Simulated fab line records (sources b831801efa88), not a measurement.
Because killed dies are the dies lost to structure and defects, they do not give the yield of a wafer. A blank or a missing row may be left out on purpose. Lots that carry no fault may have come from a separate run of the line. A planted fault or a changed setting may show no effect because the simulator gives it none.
Comparing a struck lot with a sound one | flow sky130 | 21 out of 708 route steps
Sound: wafers L783.2, L783.3, L783.6. Wafers struck: L790.4, L790.5, L790.6. The cause is given at the end.
Order at every step that has rows: each side's tool, ch and its chambers, its first start. Under that, the readings that differ: sound wafers | struck wafers | difference of the means | sigmas: that difference in standard deviations of wafers without a fault.
alike: same words and numbers on both sides, and readings whose means sit less than 2 such deviations apart. not compared: any withheld reading, any reading some wafer has no value for, any bound like >300 that may hide the same value, and any number with overlapping values for which the record gives no deviation.
A row with sigmas, a row that says differs or no value, or rows on one side alone: a step with any of these is where the two part. Non-overlapping numbers with no deviation appear without sigmas and do not part them. Lack of a reading on every wafer of one side parts them only where that side has two or more wafers.

first, 6 steps without rows for these wafers: SKY_VT_ADJUST_LVTN_HMDS_01 (prime time 60 s); SKY_VT_ADJUST_LVTN_COAT_02 (resist thk 3000 nm); SKY_VT_ADJUST_LVTN_SOFTBAKE_03; SKY_VT_ADJUST_LVTN_EXPOSE_04 (exposes mask NWM COMPLEMENT LESS NATIVE, target cd 840 nm); SKY_VT_ADJUST_LVTN_PEB_05; SKY_VT_ADJUST_LVTN_DEVELOP_06 (develop time 60 s).
SKY_VT_ADJUST_LVTN_OVL_MEAS_07:
  sound on overlay-01 at day 9 16:39; struck on overlay-01 at day 11 03:46
  alike: VT_ADJUST_LVTN_OVL
following that, these wafers have no rows for 1 step: SKY_VT_ADJUST_LVTN_IMPLANT_08.
SKY_VT_ADJUST_LVTN_STRIP_09: strips in O2/N2.
  sound on plasmaAsher-02 ch 0,1, day 9 16:50; struck on plasmaAsher-03 ch 0,1, day 11 03:58
  alike: drypumpMotorCurrentA, oesProductAu, stripTimeToEndpointS
  not compared: rfHoursCounterH
SKY_VT_ADJUST_LVTN_TW_MEAS_10:
  sound on filmMetro-01 at day 9 16:56; struck on filmMetro-01 at day 11 04:03
  alike: VT_ADJUST_LVTN_TW
then, 2 steps without rows for these wafers: SKY_VT_ADJUST_LVTN_DEHYDRATE_11 (time 60 s); SKY_VT_ADJUST_LVTN_HMDS_12 (prime time 60 s).
SKY_VT_ADJUST_LVTN_COAT_13: resist thk 1140 nm.
  sound on lithoTrack-02 ch 0, day 10 03:53; struck on lithoTrack-03 ch 0, day 11 15:28
reading                                            | sound          | struck         | difference | sigmas
model.NOVOLAK_of_VT_ADJUST_LVTN_COAT_13.thkNm (nm) | 1145 1141 1143 | 1075 1076 1078 | -67        | 
  alike: resistLineTempC, spinSpeedRpm
then, 3 steps without rows for these wafers: SKY_VT_ADJUST_LVTN_SOFTBAKE_14 (time 60 s); SKY_VT_ADJUST_LVTN_EXPOSE_15 (exposes mask HVN STD DERIVED, target cd 600 nm); SKY_VT_ADJUST_LVTN_PEB_16.
SKY_VT_ADJUST_LVTN_DEVELOP_17: develop time 60 s.
  sound on lithoTrack-03 ch 0, day 10 15:37; struck on lithoTrack-02 ch 0, day 12 02:44
reading                                            | sound          | struck         | difference | sigmas
model.NOVOLAK_of_VT_ADJUST_LVTN_COAT_13.thkNm (nm) | 1145 1141 1143 | 1074 1076 1078 | -67        | 
  alike: resistLineTempC
SKY_VT_ADJUST_LVTN_OVL_MEAS_18:
  sound on overlay-01 at day 10 15:45; struck on overlay-01 at day 12 02:50
  alike: VT_ADJUST_LVTN_01_OVL
following that, these wafers have no rows for 1 step: SKY_VT_ADJUST_LVTN_IMPLANT_19.
SKY_VT_ADJUST_LVTN_STRIP_20: strips in O2/N2.
  sound on plasmaAsher-01 ch 0,1, day 10 15:56; struck on plasmaAsher-03 ch 0,1, day 12 03:02
reading                  | sound             | struck            | difference | sigmas
stripTimeToEndpointS (s) | 14.24 14.17 14.22 | 13.40 13.44 13.45 | -0.78      | -19
  alike: drypumpMotorCurrentA, oesProductAu
  not compared: rfHoursCounterH
SKY_VT_ADJUST_LVTN_TW_MEAS_21:
  sound on filmMetro-04 at day 10 16:02; struck on filmMetro-04 at day 12 03:08
  alike: VT_ADJUST_LVTN_2_TW

## WHERE THEY PART
At SKY_VT_ADJUST_LVTN_STRIP_20 and nowhere else, as far as this record goes. Later steps at which nothing parts them and some readings are alike: SKY_VT_ADJUST_LVTN_TW_MEAS_21.

WHY: whatever the simulator had introduced
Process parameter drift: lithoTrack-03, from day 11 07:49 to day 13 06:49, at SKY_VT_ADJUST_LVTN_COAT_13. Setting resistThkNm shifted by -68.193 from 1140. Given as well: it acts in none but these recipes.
